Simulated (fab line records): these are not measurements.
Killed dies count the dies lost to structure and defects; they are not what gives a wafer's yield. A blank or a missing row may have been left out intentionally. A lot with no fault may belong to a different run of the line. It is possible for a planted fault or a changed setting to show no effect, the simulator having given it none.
A struck lot beside a sound one || flow sky130 || 18 out of 708 route steps
Sound: these wafers, L731.1, L731.4, L731.5. Wafers struck: L743.2, L743.4, L743.5. The cause is named last.
Per side, at each step with rows, come the tool, then ch with its chambers, and then its first start. Under that, the readings that differ: sound wafers || struck wafers || difference of the means || sigmas: that difference in standard deviations of wafers without a fault.
alike: words and numbers the same on both sides, and readings whose means are apart by under 2 such deviations; not compared: readings that were withheld, readings missing a value for some wafer, numbers with overlapping values and no deviation given by the record, and bounds like >300 which may hide the same value.
A row with sigmas, a row that says differs or no value, or rows on one side alone: a step with any of these is where the two part. Non-overlapping numbers with no deviation appear without sigmas and do not part them. A reading missing from all wafers of one side parts the sides only when that side holds two or more wafers.

first, 5 steps without rows for these wafers: SKY_FIELD_ISO_WET_ETCH_28 (etches SiO2 in dHF, target depth 23.7 nm, time 47 s); SKY_FIELD_ISO_WET_ETCH_29 (etches Si3N4 in H3PO4, target depth 160 nm, time 1825 s); SKY_FIELD_ISO_WET_ETCH_30 (etches SiO2 in dHF, target depth 25 nm, time 50 s); SKY_NWELL_CLEAN_00 (cleans in SC1/SC2, time 150 s); SKY_NWELL_OXIDATION_01 (stabilise 600 s, purge 300 s, target thk 10 nm).
SKY_NWELL_THK_MEAS_02:
  sound on film_metro-02 at day 4 16:01; struck on film_metro-01 at day 7 09:02
  alike: NWELL_OXIDATION_THK
then, 6 steps without rows for these wafers: SKY_DNWELL_DEHYDRATE_00 (time 60 s); SKY_DNWELL_HMDS_01 (prime time 60 s); SKY_DNWELL_COAT_02 (resist thk 3000 nm); SKY_DNWELL_SOFTBAKE_03; SKY_DNWELL_EXPOSE_04 (exposes mask DNM, target cd 3000 nm); SKY_DNWELL_PEB_05.
SKY_DNWELL_DEVELOP_06: develop time 60 s.
  sound on litho_track-02 ch 0, day 5 08:00; struck on litho_track-02 ch 0, day 8 05:00
  alike: developer_temp_C
following that, these wafers have no rows for 1 step: SKY_DNWELL_IMPLANT_07.
SKY_DNWELL_STRIP_08: strips in O2/N2.
  sound on plasma_asher-02 ch 0,1, day 5 09:08; struck on plasma_asher-01 ch 0,1, day 8 05:17
  alike: chamber_pressure_mTorr, drypump_motor_current_A, oes_product_au, strip_time_to_endpoint_s
  not compared: rf_hours_counter_h
SKY_DNWELL_TW_MEAS_09:
  sound on film_metro-01 at day 5 09:14; struck on film_metro-02 at day 8 05:24
{"reading": "DNWELL_TW", "sound": "1096 1097 1098", "struck": "543 542 544", "difference": -554, "sigmas": -28}
then, 1 step without rows for these wafers: SKY_PWDE_DEHYDRATE_00 (time 60 s).
-- the record jumps here: 43 days lie between the struck wafers' starts before and after (it left off in module PWDE and takes up again in module PAD_OPEN, whose first step shown is number 708 of the route) --
SKY_PAD_OPEN_PROBE_99:
  sound on prober-02 at day 48 08:51; struck on prober-01 at day 51 14:32
{"reading": "killed_at_front_end", "sound": "16 10 14", "struck": "417 416 424", "difference": "+406", "sigmas": "+97"}
{"reading": "killed_dies", "sound": "93 64 83", "struck": "492 492 492", "difference": "+412", "sigmas": "+42"}
{"reading": "killed_on_rim", "sound": "16 18 18", "struck": "96 96 96", "difference": "+79", "sigmas": "+19"}
  alike: killed_at_M0_to_M3, killed_at_M4_up, killed_at_contacts, killed_at_other, killed_open, killed_short

== WHERE THEY PART ==
Earliest at SKY_DNWELL_TW_MEAS_09; latest, in this record, at SKY_PAD_OPEN_PROBE_99.

WHY: whatever the simulator had introduced
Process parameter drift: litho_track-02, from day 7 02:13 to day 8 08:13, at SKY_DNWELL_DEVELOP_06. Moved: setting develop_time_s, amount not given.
